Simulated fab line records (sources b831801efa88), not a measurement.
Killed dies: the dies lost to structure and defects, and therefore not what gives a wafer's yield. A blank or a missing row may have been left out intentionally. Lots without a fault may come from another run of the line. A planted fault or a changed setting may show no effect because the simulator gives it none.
A struck lot beside a sound one ; flow gf180mcu ; 25 steps out of a route of 602
Sound: these wafers, L584.1, L584.3, L584.4. Struck: wafer L597.5 (L597.3, L597.4, from the same lot, were not struck and are left out); the cause is given at the end.
For every step that has rows: the tool of each side, followed by ch and its chambers, followed by its first start. Under that, the readings that differ: sound wafers ; struck wafers ; difference of the means ; sigmas: that difference in standard deviations of wafers without a fault.
alike: a reading whose means differ by less than 2 such deviations, as well as words and numbers matching on both sides. not compared: withheld readings; readings where some wafer has no value; bounds like >300 that might hide an equal value; numbers whose values overlap and for which the record gives no deviation.
Wherever a step has rows on one side only, a row that says differs or no value, or a row with sigmas, the two part there. When numbers do not overlap yet have no deviation, they are printed without sigmas and do not part them. A reading missing from all wafers of one side parts the sides only when that side holds two or more wafers.

first, 6 steps without rows for these wafers: GF_TOP_METAL_HMDS_08 (prime time 60 s); GF_TOP_METAL_COAT_09 (resist thk 1500 nm); GF_TOP_METAL_SOFTBAKE_10 (time 60 s); GF_TOP_METAL_EXPOSE_11 (exposes mask MetalTop, target cd 440 nm); GF_TOP_METAL_PEB_12; GF_TOP_METAL_DEVELOP_13 (develop time 60 s).
GF_TOP_METAL_CD_MEAS_14: target cd 440 nm.
  struck on cdSem-02, day 32 03:00; sound on cdSem-02, day 27 21:43
  alike: cdNm
GF_TOP_METAL_OVL_MEAS_15:
  struck on overlay-02, day 32 03:06; sound on overlay-01, day 27 21:50
  alike: TOP_METAL_OVL
GF_TOP_METAL_METAL_ETCH_16: etches the open film in Cl2/BCl3, stops on SiO2, target depth 1197 nm, time 199.5 s.
  sound on rieMetal-03 ch 0,1, day 27 21:52; struck on rieMetal-02 ch 1, day 32 03:11
  alike: biasW, drypumpMotorCurrentA, oesProductAu, throttleValvePct
  not compared: rfHoursCounterH
GF_TOP_METAL_STRIP_17: strips in O2/N2.
  sound on plasmaAsher-02 ch 0,1, day 27 22:04; struck on plasmaAsher-03 ch 0, day 32 03:20
reading;sound;struck;difference;sigmas
heaterPowerW (W);306 303 297;431;+129;+3
  alike: drypumpMotorCurrentA, oesProductAu, stripTimeToEndpointS
  not compared: rfHoursCounterH
then, 2 steps without rows for these wafers: GF_TOP_METAL_STRIP_18 (strips in post etch residue remover, time 1200 s); GF_TOP_METAL_CLEAN_19 (cleans in DIW).
GF_PASSIVATION_CVD_00: deposits SiO2 from TEOS, target thk 1000 nm, time 111.95 s.
  sound on pecvd-02 ch 0,1, day 27 23:00; struck on pecvd-03 ch 1, day 32 03:50
reading;sound;struck;difference;sigmas
runLengthS (s);139.9 140.1 139.9;154.3;+14.3;+33
model.SiO2_of_PASSIVATION_CVD_00.thkNm (nm);999.1 995.2 1026;1158;+151;
  alike: heaterPowerW
GF_PASSIVATION_THK_MEAS_01:
  struck on filmMetro-03, day 32 03:56; sound on filmMetro-04, day 27 23:05
reading;sound;struck;difference;sigmas
PASSIVATION_CVD_00_THK (nm);999 995 1026;1158;+151;+12
GF_PASSIVATION_CVD_02: deposits Si3N4, target thk 700 nm, time 486.18 s.
  sound on pecvd-03 ch 0,1, day 27 23:08; struck on pecvd-02 ch 2, day 32 03:59
  alike: heaterPowerW, runLengthS
GF_PASSIVATION_THK_MEAS_03:
  struck on filmMetro-03, day 32 04:17; sound on filmMetro-02, day 27 23:34
  alike: PASSIVATION_CVD_02_THK
then, 7 steps without rows for these wafers: GF_PASSIVATION_DEHYDRATE_04 (time 60 s); GF_PASSIVATION_HMDS_05 (prime time 60 s); GF_PASSIVATION_COAT_06 (resist thk 4000 nm); GF_PASSIVATION_SOFTBAKE_07; GF_PASSIVATION_EXPOSE_08 (exposes mask Pad, target cd 40000 nm); GF_PASSIVATION_PEB_09; GF_PASSIVATION_DEVELOP_10 (develop time 60 s).
GF_PASSIVATION_ETCH_11: etches the open film in CF4/O2, stops on TiN, target depth 2040 nm, time 453.3 s.
  sound on rieDiel-01 ch 1,2,3, day 28 18:04; struck on rieDiel-02 ch 1, day 32 20:07
reading;sound;struck;difference;sigmas
oesProductAu (a.u.);0.987 0.995 0.996;0.939;-0.054;-10
throttleValvePct (%);5.972 5.969 5.981;5.944;-0.030;-3
  alike: biasW, drypumpMotorCurrentA
  not compared: rfHoursCounterH
GF_PASSIVATION_STRIP_12: strips in O2/N2.
  sound on plasmaAsher-03 ch 0,1, day 28 18:20; struck on plasmaAsher-04 ch 0, day 32 20:26
  alike: drypumpMotorCurrentA, heaterPowerW, oesProductAu, stripTimeToEndpointS
  not compared: rfHoursCounterH

WHERE THEY PART
First at GF_TOP_METAL_STRIP_17; last, within this record, at GF_PASSIVATION_ETCH_11. Later steps at which nothing parts them and some readings are alike: GF_PASSIVATION_STRIP_12.

WHY: what had been put in by the simulator
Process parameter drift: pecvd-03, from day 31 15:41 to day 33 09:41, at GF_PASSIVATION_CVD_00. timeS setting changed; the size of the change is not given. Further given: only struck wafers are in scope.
